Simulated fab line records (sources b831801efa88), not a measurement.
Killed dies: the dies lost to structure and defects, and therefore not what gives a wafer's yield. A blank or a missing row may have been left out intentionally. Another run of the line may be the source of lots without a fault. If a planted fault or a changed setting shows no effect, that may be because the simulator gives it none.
fab line records	flow sfq-line
record: lots: 15	wafers: 45	last-day: 80
route steps=325 shown L0V@17 I0@56 M3@129 M4@149
lots that met no fault: from a run of the same line without faults
start-h: hours from the record's opening day to when the first of the lot's shown wafers began	wait-h: hours from the lot's prior step to this one	" as in the row above	L1.1+2: several wafers, shown together as one row	- value missing, or start not given	* or withheld: withheld	< > ~ a bound
route shown NAME@n: a module of which the file shows steps, and the number in the route of the first	usual: mean and standard deviation over wafers with no fault	same: alike in all rows	chamber/n: place in a boat	sites: per-site readings	_std_site: the standard deviation of these	_edge_site: outer sites' mean less inner sites'	radius-mm: for every site, how far away it sits from the centre of the wafer	mask NAME#n: copy n	behind: the tool/chamber that last shaped the wafer	hold: the reason the lot was held/the length of the hold in hours/how it ended	device: names the non-switching transistor (n, p or np)	end of line: tests run on the same wafers once the route is complete	a step given without rows: its recipe and nothing more	killed: count of dies lost to structure and defects at first sort (not the wafer's yield)	map: shows each die of a wafer: x if killed, . if not, _ if none is there
set.NAME: the setting the step ran with; set.NAME@STEP: the setting that earlier step ran with	model.NAME: the simulator's own value behind a step, which no gauge read
one table for each step of the route and one row for each wafer, over a sample of lots
services: when a tool's chamber went out of use (start-h, in hours from the record's first day, below 0 if earlier), for how many hours, and the reason
== steps ==
step: SFQ_TRILAYER_L0_VIA_LITHO_COAT_018
recipe: resist: BARC	spin-rpm: 3000	resist-thk-nm: 62
lot.wafer	tool	chamber	start-h	wait-h
L343.2+4+6	litho-track-02	0	35.34	0.1
L344.3+4+5	litho-track-04	0	37.80	0.1
L347.2+3+5	litho-track-04	0	102.45	0.1
L348.4+5+6	litho-track-02	0	109.27	0.1
L349.3+4+5	litho-track-01	0	114.02	0.1
L350.1+3+6	litho-track-01	0	119.44	0.3
L351.1+2+4	litho-track-04	0	125.50	0.3
L352.1+3+5	litho-track-04	0	131.26	0.1
L353.1+3+4	litho-track-02	0	138.49	0.1
L354.1+4+5	litho-track-01	0	146.78	0.0
L355.2+3+6	litho-track-01	0	152.83	0.1
L358.3+4+6	litho-track-02	0	175.93	0.1
L359.2+5+6	litho-track-02	0	181.88	0.1
L360.1+5+6	litho-track-02	0	189.03	0.0
L362.2+3+5	litho-track-02	0	196.28	0.1
step: SFQ_TRILAYER_L0_VIA_BARC_OPEN_VIA_ETCH_021
recipe: mask-material: PR	chemistry: O2	target-depth-nm: 125	target: BARC	source-w: 500	bias-w: 80	pressure-mtorr: 30	time-s: 41.7
usual: drypump-motor-current-A: 5.6/0.59	oes-product-au: 0.686/0.005
lot.wafer	tool	chamber	start-h	wait-h	drypump-motor-current-A	oes-product-au	rf-hours-counter-h
L343.2	rie-diel-04	2	93.99	0.0	6.1	0.693	65
L343.4	"	0	"	"	6.1	0.687	6
L343.6	"	0	"	"	6.1	0.701	-
L344.3	rie-diel-01	0	95.19	0.0	6.6	0.683	133
L344.4	"	3	"	"	4.9	0.694	47
L344.5	"	0	"	"	6.6	0.685	-
L347.2	rie-diel-02	3	190.56	0.0	6.2	0.683	148
L347.3	"	0	"	"	6.4	0.683	11
L347.5	"	2	"	"	5.4	0.691	-
L348.4	rie-diel-01	1	196.56	0.0	4.8	0.686	99
L348.5	"	1	"	"	4.8	0.687	-
L348.6	"	2	"	"	5.1	0.684	-
L349.3	rie-diel-02	2	201.36	0.0	5.4	0.688	103
L349.4	"	1	"	"	5.4	0.697	101
L349.5	"	2	"	"	5.4	0.688	-
L350.1	rie-diel-04	0	209.76	0.0	6.1	0.689	8
L350.3	"	1	"	"	5.4	0.682	67
L350.6	"	0	"	"	6.2	0.685	-
L351.1	rie-diel-01	0	220.56	0.0	6.5	0.686	135
L351.2	"	2	"	"	5.1	0.689	1
L351.4	"	3	"	"	4.8	0.685	49
L352.1	rie-diel-02	1	226.56	0.0	5.4	0.688	101
L352.3	"	0	"	"	6.4	0.693	12
L352.5	"	1	"	"	5.4	0.686	-
L353.1	rie-diel-04	3	234.11	0.0	5.5	0.694	3
L353.3	"	1	"	"	5.4	0.678	67
L353.4	"	0	"	"	6.1	0.680	9
L354.1	rie-diel-01	1	240.90	0.0	4.8	0.681	100
L354.4	"	3	"	"	4.9	0.680	50
L354.5	"	1	"	"	4.8	0.692	-
L355.2	rie-diel-04	0	249.73	0.0	6.2	0.691	9
L355.3	"	1	"	"	5.4	0.680	67
L355.6	"	3	"	"	5.5	0.685	-
L358.3	rie-diel-02	0	273.86	0.0	6.4	0.691	12
L358.4	"	2	"	"	5.4	0.684	105
L358.6	"	1	"	"	5.4	0.678	-
L359.2	rie-diel-01	0	279.86	0.0	6.6	0.665	136
L359.5	"	2	"	"	5.1	0.673	-
L359.6	"	3	"	"	4.9	0.663	-
L360.1	rie-diel-01	1	288.26	0.0	4.8	0.670	100
L360.5	"	3	"	"	4.9	0.666	-
L360.6	"	2	"	"	5.1	0.667	-
L362.2	rie-diel-01	3	300.17	0.0	4.9	0.677	50
L362.3	"	0	"	"	6.6	0.666	0
L362.5	"	0	"	"	6.6	0.672	-
step: SFQ_TRILAYER_I0_VIA_STRIP_STRIP_035
recipe: gas: O2	power-w: 200	platen-temp-c: 40	overash-fraction: 0.65	chemistry: O2	pressure-mtorr: 50
usual: drypump-motor-current-A: 5.9/0.45	oes-product-au: 1.006/0.0089
lot.wafer	tool	chamber	start-h	wait-h	drypump-motor-current-A	oes-product-au	rf-hours-counter-h
L343.2	rie-metal-02	1	306.33	-	5.2	1.000	27
L343.4	"	0	"	"	6.5	1.004	-
L343.6	"	0	"	"	6.5	1.007	-
L344.3	rie-metal-02	1	310.13	-	5.2	1.000	-
L344.4	"	0	"	"	6.5	1.008	-
L344.5	"	0	"	"	6.5	1.006	-
L347.2	rie-metal-03	1	397.66	-	6.3	1.011	39
L347.3	"	0	"	"	5.5	1.005	-
L347.5	"	0	"	"	5.6	1.009	-
L348.4	rie-metal-02	0	406.34	-	6.5	0.993	-
L348.5	"	1	"	"	5.2	0.996	-
L348.6	"	0	"	"	6.5	0.990	-
L349.3	rie-metal-04	0	407.46	-	6.3	1.020	-
L349.4	"	1	"	"	5.7	1.003	-
L349.5	"	1	"	"	5.7	1.010	-
L350.1	rie-metal-04	0	409.66	-	6.3	1.006	132
L350.3	"	1	"	"	5.7	1.017	-
L350.6	"	0	"	"	6.3	1.000	-
L351.1	rie-metal-04	0	412.05	-	6.3	1.015	132
L351.2	"	1	"	"	5.7	1.007	64
L351.4	"	1	"	"	5.7	1.014	-
L352.1	rie-metal-03	1	416.85	-	6.3	1.016	42
L352.3	"	1	"	"	6.3	1.016	-
L352.5	"	1	"	"	6.3	1.021	-
L353.1	rie-metal-04	0	418.05	-	6.3	1.011	133
L353.3	"	1	"	"	5.7	1.002	-
L353.4	"	0	"	"	6.3	1.015	-
L354.1	rie-metal-02	1	421.65	-	5.2	0.995	50
L354.4	"	0	"	"	6.5	1.005	-
L354.5	"	1	"	"	5.2	0.994	-
L355.2	rie-metal-04	0	424.05	-	6.3	1.005	134
L355.3	"	1	"	"	5.7	0.998	-
L355.6	"	0	"	"	6.3	1.006	-
L358.3	rie-metal-03	1	430.25	-	6.3	0.999	-
L358.4	"	0	"	"	5.6	1.005	-
L358.6	"	1	"	"	6.3	1.013	-
L359.2	rie-metal-03	0	434.93	-	5.6	1.009	89
L359.5	"	0	"	"	5.6	1.023	-
L359.6	"	1	"	"	6.3	1.019	-
L360.1	rie-metal-04	1	436.05	-	5.7	0.998	68
L360.5	"	0	"	"	6.3	1.009	-
L360.6	"	1	"	"	5.7	1.002	-
L362.2	rie-metal-03	1	439.65	-	6.3	1.004	46
L362.3	"	0	"	"	5.5	0.999	-
L362.5	"	1	"	"	6.3	1.002	-
step: SFQ_TRILAYER_M3_BARC_OPEN_METAL_ETCH_100
recipe: mask-material: PR	chemistry: O2	target-depth-nm: 125	target: BARC	icp-w: 600	bias-w: 80	pressure-mtorr: 10	time-s: 41.7
usual: drypump-motor-current-A: 5.9/0.48	oes-product-au: 0.685/0.0048
lot.wafer	tool	chamber	start-h	wait-h	drypump-motor-current-A	oes-product-au	rf-hours-counter-h
L343.2	rie-metal-03	0	689.08	0.0	5.5	0.690	120
L343.4	"	1	"	"	6.3	0.684	-
L343.6	"	1	"	"	6.3	0.678	-
L344.3	rie-metal-01	1	690.28	0.0	5.7	0.686	-
L344.4	"	0	"	"	5.8	0.683	-
L344.5	"	1	"	"	5.7	0.692	-
L347.2	rie-metal-01	0	715.90	0.0	5.8	0.688	123
L347.3	"	1	"	"	5.7	0.686	-
L347.5	"	1	"	"	5.7	0.692	-
L348.4	rie-metal-02	1	728.52	0.0	5.2	0.684	-
L348.5	"	0	"	"	6.5	0.680	-
L348.6	"	1	"	"	5.2	0.686	-
L349.3	rie-metal-02	1	733.32	0.0	5.2	0.688	-
L349.4	"	0	"	"	6.5	0.689	-
L349.5	"	0	"	"	6.5	0.686	-
L350.1	rie-metal-03	0	783.01	0.0	5.5	0.692	134
L350.3	"	0	"	"	5.5	0.683	-
L350.6	"	0	"	"	5.5	0.686	-
L351.1	rie-metal-01	0	784.21	0.0	5.8	0.690	134
L351.2	"	0	"	"	5.8	0.690	-
L351.4	"	0	"	"	5.8	0.687	-
L352.1	rie-metal-02	1	908.62	0.0	5.2	0.686	126
L352.3	"	0	"	"	6.5	0.684	-
L352.5	"	1	"	"	5.2	0.681	-
L353.1	rie-metal-03	1	911.77	0.0	6.3	0.687	127
L353.3	"	1	"	"	6.3	0.682	-
L353.4	"	0	"	"	5.6	0.687	-
L354.1	rie-metal-02	1	915.37	0.0	5.2	0.676	128
L354.4	"	0	"	"	6.5	0.683	-
L354.5	"	0	"	"	6.5	0.680	-
L355.2	rie-metal-03	1	1037.89	0.0	6.3	0.681	145
L355.3	"	1	"	"	6.3	0.686	-
L355.6	"	1	"	"	6.3	0.682	-
L358.3	rie-metal-01	1	1046.31	0.0	5.7	0.691	-
L358.4	"	0	"	"	5.7	0.693	-
L358.6	"	1	"	"	5.7	0.689	-
L359.2	rie-metal-02	0	1048.69	0.0	6.5	0.676	93
L359.5	"	0	"	"	6.5	0.688	-
L359.6	"	1	"	"	5.2	0.681	-
L360.1	rie-metal-03	0	1049.89	0.0	5.5	0.689	22
L360.5	"	1	"	"	6.3	0.683	-
L360.6	"	0	"	"	5.5	0.694	-
L362.2	rie-metal-03	0	1053.49	0.0	5.6	0.689	23
L362.3	"	1	"	"	6.3	0.689	-
L362.5	"	1	"	"	6.3	0.683	-
step: SFQ_TRILAYER_M4_DEP_SPUTTER_091
recipe: material: Nb	base-pressure-pa: 1.33e-06	chamber-pressure-pa: 0.1333	substrate-temp-c: 20	resputter-cathode-voltage-v: 400	target-thk-nm: 200	power-w: 2000	time-s: 133.3
usual: throttle-valve-pct: 30.0/1.4
lot.wafer	tool	chamber	start-h	wait-h	throttle-valve-pct
L343.2	pvd-sputter-03	-	850.04	0.0	28.1
L343.4	"	-	"	"	32.5
L343.6	"	-	"	"	28.0
L344.3	pvd-sputter-04	-	853.64	0.0	30.3
L344.4	"	-	"	"	31.9
L344.5	"	-	"	"	30.2
L347.2	pvd-sputter-03	-	877.82	0.0	28.2
L347.3	"	-	"	"	28.0
L347.5	"	-	"	"	28.1
L348.4	pvd-sputter-06	-	893.24	0.0	28.8
L348.5	"	-	"	"	28.8
L348.6	"	-	"	"	28.8
L349.3	pvd-sputter-04	-	898.06	0.0	31.9
L349.4	"	-	"	"	31.2
L349.5	"	-	"	"	30.9
L350.1	pvd-sputter-06	-	900.17	0.0	29.0
L350.3	"	-	"	"	29.0
L350.6	"	-	"	"	31.0
L351.1	pvd-sputter-03	-	901.37	0.0	28.4
L351.2	"	-	"	"	30.3
L351.4	"	-	"	"	28.0
L352.1	pvd-sputter-04	-	924.37	0.0	31.2
L352.3	"	-	"	"	31.6
L352.5	"	-	"	"	31.2
L353.1	pvd-sputter-06	-	928.72	0.0	28.7
L353.3	"	-	"	"	30.8
L353.4	"	-	"	"	28.9
L354.1	pvd-sputter-04	-	931.12	0.0	31.6
L354.4	"	-	"	"	31.1
L354.5	"	-	"	"	31.2
L355.2	pvd-sputter-03	-	1049.57	0.0	30.5
L355.3	"	-	"	"	32.2
L355.6	"	-	"	"	28.1
L358.3	pvd-sputter-06	-	1059.57	0.0	29.3
L358.4	"	-	"	"	29.0
L358.6	"	-	"	"	29.0
L359.2	pvd-sputter-04	-	1061.45	0.0	31.5
L359.5	"	-	"	"	31.1
L359.6	"	-	"	"	32.1
L360.1	pvd-sputter-03	-	1062.65	0.0	32.3
L360.5	"	-	"	"	28.0
L360.6	"	-	"	"	32.5
L362.2	pvd-sputter-04	-	1066.26	0.0	31.4
L362.3	"	-	"	"	31.2
L362.5	"	-	"	"	31.4
== services ==
tool	chamber	start-h	hours	kind
rie-diel-01	0	25.48	5.4	repair
rie-metal-03	-	54.85	14.6	pm
rie-metal-03	1	88.44	22.6	repair
rie-metal-03	0	89.76	2.1	repair
rie-diel-01	2	123.19	7.2	repair
rie-diel-01	0	264.88	2.8	repair
rie-metal-03	1	270.88	12.7	repair
rie-diel-01	-	298.85	1.2	repair
rie-metal-02	-	332.15	1.3	repair
rie-diel-01	-	358.86	14.6	pm
rie-metal-03	-	367.14	15.6	pm
rie-metal-02	-	382.65	0.1	repair
rie-diel-01	-	423.76	2.8	pm
rie-metal-02	0	435.59	19.1	repair
rie-metal-02	-	510.70	0.5	repair
rie-metal-03	0	511.25	41.3	repair
rie-metal-02	-	524.55	2.8	pm
rie-metal-03	1	531.38	1.5	repair
rie-metal-02	-	647.86	4.0	pm
rie-metal-03	1	718.17	6.1	repair
rie-metal-02	-	757.38	2.8	repair
rie-metal-03	1	792.92	1.7	repair
rie-metal-03	-	828.91	2.8	pm
rie-metal-03	-	983.29	1.4	pm
== key ==
first-sign: step: SFQ_TRILAYER_L0_VIA_BARC_OPEN_VIA_ETCH_021	reading: oes-product-au	direction: down	sigmas: 3.5	usual: 0.686	struck: 0.669
effect none on later readings
met-at SFQ_TRILAYER_L0_VIA_LITHO_COAT_018
struck-lots L359,L360,L362
not-acting-at SFQ_TRILAYER_I0_VIA_STRIP_STRIP_035,SFQ_TRILAYER_M3_BARC_OPEN_METAL_ETCH_100,SFQ_TRILAYER_M4_DEP_SPUTTER_091
onset-between 175.93 181.88
also-fits time
fault: kind: process-parameter-drift	tool: litho-track-02	chamber: -	onset-h: 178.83	steps: SFQ_TRILAYER_L0_VIA_LITHO_COAT_018	channel: resist-thk-nm	offset: -3.1597	shape: step	end-h: 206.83	acts-in: these-recipes-only	stated: 62
